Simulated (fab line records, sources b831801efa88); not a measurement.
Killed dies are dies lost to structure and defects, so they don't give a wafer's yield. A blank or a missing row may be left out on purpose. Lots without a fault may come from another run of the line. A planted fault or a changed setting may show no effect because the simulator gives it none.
Tool commonality check | flow gf180mcu | 13 lots, 39 wafers sampled

WHY IT WAS OPENED
At GF_STI_THK_MEAS_02 the reading STI_OXIDATION_THK is flagged on 2 of 13 lots. Wafers without a fault read 10.07 nm, standard deviation 0.18.
Rule: a lot is flagged when every wafer of it that has a number lies more than 4 standard deviations from that mean, or none has a number. The other lots count as sound.

lot  | measured    | on            | STI_OXIDATION_THK (nm), wafer by wafer | flag
L239 | day 1 19:33 | film_metro-03 | 10.05 10.11 10.15                      |
L240 | day 1 22:29 | film_metro-04 | 10.12 9.97 9.90                        |
L241 | day 2 02:56 | film_metro-04 | 9.98 10.21 10.19                       |
L242 | day 2 08:42 | film_metro-03 | 10.32 10.34 10.35                      |
L243 | day 2 17:40 | film_metro-04 | 15.70 15.97 16.03                      | FLAGGED
L245 | day 3 01:54 | film_metro-02 | 16.66 17.14 16.94                      | FLAGGED
L246 | day 3 04:38 | film_metro-04 | 10.38 10.27 10.25                      |
L253 | day 4 15:34 | film_metro-03 | 9.74 9.94 9.88                         |
L254 | day 4 19:44 | film_metro-02 | 9.84 9.92 10.05                        |
L257 | day 5 11:11 | film_metro-04 | 9.90 9.77 9.98                         |
L258 | day 5 15:32 | film_metro-03 | 9.63 9.70 9.82                         |
L260 | day 6 01:31 | film_metro-03 | 10.11 10.06 9.90                       |
L261 | day 6 06:31 | film_metro-02 | 9.79 9.68 9.79                         |
The numbers of the flagged lots are 16.41 nm on average: +6.34 nm against the usual, or +35 standard deviations.

WHICH TOOL RAN EACH LOT
The record holds 1 process step before the reading, out of a route of 602 steps. In each cell: the tool, then ch and the chambers that the sampled wafers went through, then the start.
lot  | flag    | GF_STI_OXIDATION_01
L239 |         | furnace-02 ch 0, day 1 18:07
L240 |         | furnace-02 ch 0, day 1 21:04
L241 |         | furnace-01 ch 0, day 2 01:33
L242 |         | furnace-02 ch 0, day 2 07:18
L243 | FLAGGED | furnace-01 ch 0, day 2 13:05 and furnace-02 ch 0, day 2 16:17
L245 | FLAGGED | furnace-02 ch 0, day 2 21:43
L246 |         | furnace-02 ch 0, day 3 03:14
L253 |         | furnace-02 ch 0, day 4 14:09
L254 |         | furnace-02 ch 0, day 4 18:20
L257 |         | furnace-01 ch 0, day 5 09:48
L258 |         | furnace-01 ch 0, day 5 14:07
L260 |         | furnace-01 ch 0, day 6 00:07
L261 |         | furnace-01 ch 0, day 6 05:07
What these steps do:
- GF_STI_OXIDATION_01: stabilise 600 s, purge 300 s, target thk 10 nm.
- GF_STI_THK_MEAS_02

FLAGGED OVER TOTAL, TOOL BY TOOL (the gauges that took the reading come last)
step                | tool          | lots run | flagged | share of the flagged lots | sound lots run after its first flagged lot
GF_STI_OXIDATION_01 | furnace-01    | 6        | 1       | some                      | 4 (L257,L258,L260,L261)
GF_STI_OXIDATION_01 | furnace-02    | 8        | 2       | all                       | 3 (L246,L253,L254)
GF_STI_THK_MEAS_02  | film_metro-02 | 3        | 1       | some                      | 2 (L254,L261)
GF_STI_THK_MEAS_02  | film_metro-03 | 5        | 0       | none                      | -
GF_STI_THK_MEAS_02  | film_metro-04 | 5        | 1       | some                      | 2 (L246,L257)

WHAT THE TABLE ALLOWS
1 row of the table ran every flagged lot: furnace-02 at GF_STI_OXIDATION_01.
- furnace-02 at GF_STI_OXIDATION_01: 2 of its 8 lots flagged. Sound lots ran on it after the first flagged one (L246, L253, L254), which a lasting fault on the whole tool wouldn't allow.
No row of the table ran every flagged lot and no sound lot after the first.

WHAT THE SIMULATOR HAD PUT IN
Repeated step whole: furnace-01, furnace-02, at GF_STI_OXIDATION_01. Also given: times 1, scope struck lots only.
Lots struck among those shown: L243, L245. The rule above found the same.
